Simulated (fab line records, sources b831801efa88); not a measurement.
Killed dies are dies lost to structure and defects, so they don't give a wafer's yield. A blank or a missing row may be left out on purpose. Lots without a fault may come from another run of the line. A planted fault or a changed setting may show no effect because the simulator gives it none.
A struck lot beside a sound one | flow sky130 | 45 steps out of a route of 708
Sound: wafers L436.3, L436.4, L436.6. Struck: wafers L438.4, L438.5, L438.6. The cause comes at the end.
At each step with rows: each side's tool, then ch and its chambers, then its first start. Under that, the readings that differ: sound wafers | struck wafers | difference of the means | sigmas: that difference in standard deviations of wafers without a fault.
alike: readings whose means differ by less than 2 such deviations, and words and numbers that are the same on both sides. not compared: withheld readings, readings that some wafer has no value for, bounds like >300 that may hide the same value, and numbers for which the record gives no deviation and whose values overlap.
The two part at a step that has a row with sigmas, a row that says differs or no value, or rows on one side only. Numbers that don't overlap but have no deviation are shown without sigmas and don't part them. A reading that every wafer of one side lacks parts them only if that side has two wafers or more.

first, 2 steps without rows for these wafers: SKY_DNWELL_DEVELOP_06 (develop time 60 s); SKY_DNWELL_IMPLANT_07.
SKY_DNWELL_STRIP_08: strips in O2/N2.
  sound on plasma_asher-04 ch 0,1, day 5 22:50; struck on plasma_asher-03 ch 0,1, day 6 14:08
  alike: chamber_pressure_mTorr, drypump_motor_current_A, oes_product_au, strip_time_to_endpoint_s
  not compared: rf_hours_counter_h
SKY_DNWELL_TW_MEAS_09:
  sound on film_metro-02, day 5 22:55; struck on film_metro-01, day 6 14:14
  alike: DNWELL_TW
then, 7 steps without rows for these wafers: SKY_PWDE_DEHYDRATE_00 (time 60 s); SKY_PWDE_HMDS_01 (prime time 60 s); SKY_PWDE_COAT_02 (resist thk 3000 nm); SKY_PWDE_SOFTBAKE_03; SKY_PWDE_EXPOSE_04 (exposes mask PWDEM, target cd 840 nm); SKY_PWDE_PEB_05; SKY_PWDE_DEVELOP_06 (develop time 60 s).
SKY_PWDE_OVL_MEAS_07:
  sound on overlay-01, day 6 16:25; struck on overlay-02, day 7 09:07
  alike: PWDE_OVL
SKY_PWDE_IMPLANT_08:
  sound on implanter-03 ch 0, day 6 16:29; struck on implanter-03 ch 0, day 7 09:13
  reading            | sound                     | struck                        | difference | sigmas
  dose_ions_cm2      | 3.599e+12 3.6e+12 3.6e+12 | 3.853e+12 3.856e+12 3.848e+12 | +2.527e+11 | +68
  faraday_current_uA | 20.4 20.1 19.5            | 21.8 21.2 21.6                | +1.5       | +4
SKY_PWDE_STRIP_09: strips in O2/N2.
  sound on plasma_asher-04 ch 0,1, day 6 16:38; struck on plasma_asher-01 ch 0,1, day 7 09:19
  reading                        | sound                | struck               | difference | sigmas
  chamber_pressure_mTorr (mTorr) | 1500.1 1501.9 1502.9 | 1496.2 1499.5 1498.2 | -3.7       | -3
  alike: drypump_motor_current_A, oes_product_au, strip_time_to_endpoint_s
  not compared: rf_hours_counter_h
SKY_PWDE_TW_MEAS_10:
  sound on film_metro-04, day 6 16:44; struck on film_metro-01, day 7 09:25
  reading | sound             | struck            | difference | sigmas
  PWDE_TW | 373.9 374.1 376.1 | 380.7 382.4 383.7 | +7.6       | +3
then, 7 steps without rows for these wafers: SKY_NWELL_DEHYDRATE_03 (time 60 s); SKY_NWELL_HMDS_04 (prime time 60 s); SKY_NWELL_COAT_05 (resist thk 3000 nm); SKY_NWELL_SOFTBAKE_06; SKY_NWELL_EXPOSE_07 (exposes mask NWM, target cd 840 nm); SKY_NWELL_PEB_08; SKY_NWELL_DEVELOP_09 (develop time 60 s).
SKY_NWELL_OVL_MEAS_10:
  sound on overlay-01, day 7 11:33; struck on overlay-02, day 8 05:51
  reading           | sound       | struck        | difference | sigmas
  NWELL_00_OVL (nm) | 2.1 2.2 3.2 | -0.8 -0.4 0.0 | -2.9       | -2
then, 3 steps without rows for these wafers: SKY_NWELL_IMPLANT_11; SKY_NWELL_IMPLANT_12; SKY_NWELL_IMPLANT_13.
SKY_NWELL_STRIP_14: strips in O2/N2.
  sound on plasma_asher-01 ch 0,1, day 7 12:03; struck on plasma_asher-01 ch 0,1, day 8 06:21
  alike: chamber_pressure_mTorr, drypump_motor_current_A, oes_product_au, strip_time_to_endpoint_s
  not compared: rf_hours_counter_h
SKY_NWELL_TW_MEAS_15:
  sound on film_metro-02, day 7 12:08; struck on film_metro-04, day 8 06:27
  alike: NWELL_TW
then, 7 steps without rows for these wafers: SKY_NWELL_DEHYDRATE_16 (time 60 s); SKY_NWELL_HMDS_17 (prime time 60 s); SKY_NWELL_COAT_18 (resist thk 3000 nm); SKY_NWELL_SOFTBAKE_19; SKY_NWELL_EXPOSE_20 (exposes mask NWM COMPLEMENT, target cd 840 nm); SKY_NWELL_PEB_21; SKY_NWELL_DEVELOP_22 (develop time 60 s).
SKY_NWELL_OVL_MEAS_23:
  sound on overlay-02, day 8 08:13; struck on overlay-01, day 9 02:51
  alike: NWELL_01_OVL
then, 1 step without rows for these wafers: SKY_NWELL_IMPLANT_24.
SKY_NWELL_STRIP_25: strips in O2/N2.
  sound on plasma_asher-01 ch 0,1, day 8 08:25; struck on plasma_asher-02 ch 0,1, day 9 03:03
  alike: chamber_pressure_mTorr, drypump_motor_current_A, oes_product_au, strip_time_to_endpoint_s
  not compared: rf_hours_counter_h
SKY_NWELL_TW_MEAS_26:
  sound on film_metro-01, day 8 08:31; struck on film_metro-04, day 9 03:09
  alike: NWELL_2_TW
then, 1 step without rows for these wafers: SKY_NWELL_CLEAN_27 (cleans in SC1/SC2, time 150 s).
SKY_NWELL_RTA_28: time 30 s.
  sound on rtp_anneal-02 ch 0, day 8 08:38; struck on rtp_anneal-02 ch 0, day 9 03:17
  alike: chamber_o2_ppm, lamp_power_pct, wafer_temp_C_max
SKY_NWELL_RS_MEAS_29: measures by four-point-probe.
  sound on film_metro-01, day 8 08:44; struck on film_metro-02, day 9 03:23
  alike: NWELL_RS
SKY_NWELL_RS_MEAS_31: measures by four-point-probe.
  sound on film_metro-01, day 8 08:59; struck on film_metro-02, day 9 03:55
  reading          | sound          | struck         | difference | sigmas
  PWDE_RS (ohm/sq) | 5255 5260 5270 | 5024 5003 4993 | -255       | -13
  not compared: hold
SKY_VT_ADJUST_HVTP_DEHYDRATE_00: time 60 s.
  sound on litho_track-01 ch 0, day 8 18:48; struck on litho_track-03 ch 0, day 9 14:11
  reading | sound | struck                                                                     | difference                   | sigmas
  hold    | - - - | await_dispo/2.6h/release await_dispo/2.6h/release await_dispo/2.6h/release | no value on the sound wafers |
-- the record jumps here: 40 days lie between the struck wafers' starts before and after (it left off in module VT_ADJUST_HVTP and takes up again in module PAD_OPEN, whose first step shown is number 708 of the route) --
SKY_PAD_OPEN_PROBE_99:
  sound on prober-02, day 48 19:26; struck on prober-01, day 49 10:16
  reading                                   | sound          | struck         | difference | sigmas
  model.etest.res_pwde_under_gate.rs_ohm_sq | 6215 6247 6232 | 5818 5699 5763 | -471       |
  alike: killed_at_M0_to_M3, killed_at_M4_up, killed_at_contacts, killed_at_front_end, killed_at_other, killed_dies, killed_open, killed_short

WHERE THEY PART
First at SKY_PWDE_IMPLANT_08; last, within this record, at SKY_VT_ADJUST_HVTP_DEHYDRATE_00. Later steps at which nothing parts them and some readings are alike: SKY_PAD_OPEN_PROBE_99.

WHY: what the simulator had put in
Process parameter drift: implanter-03, from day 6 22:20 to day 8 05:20, at SKY_PWDE_IMPLANT_08. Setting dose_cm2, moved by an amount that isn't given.
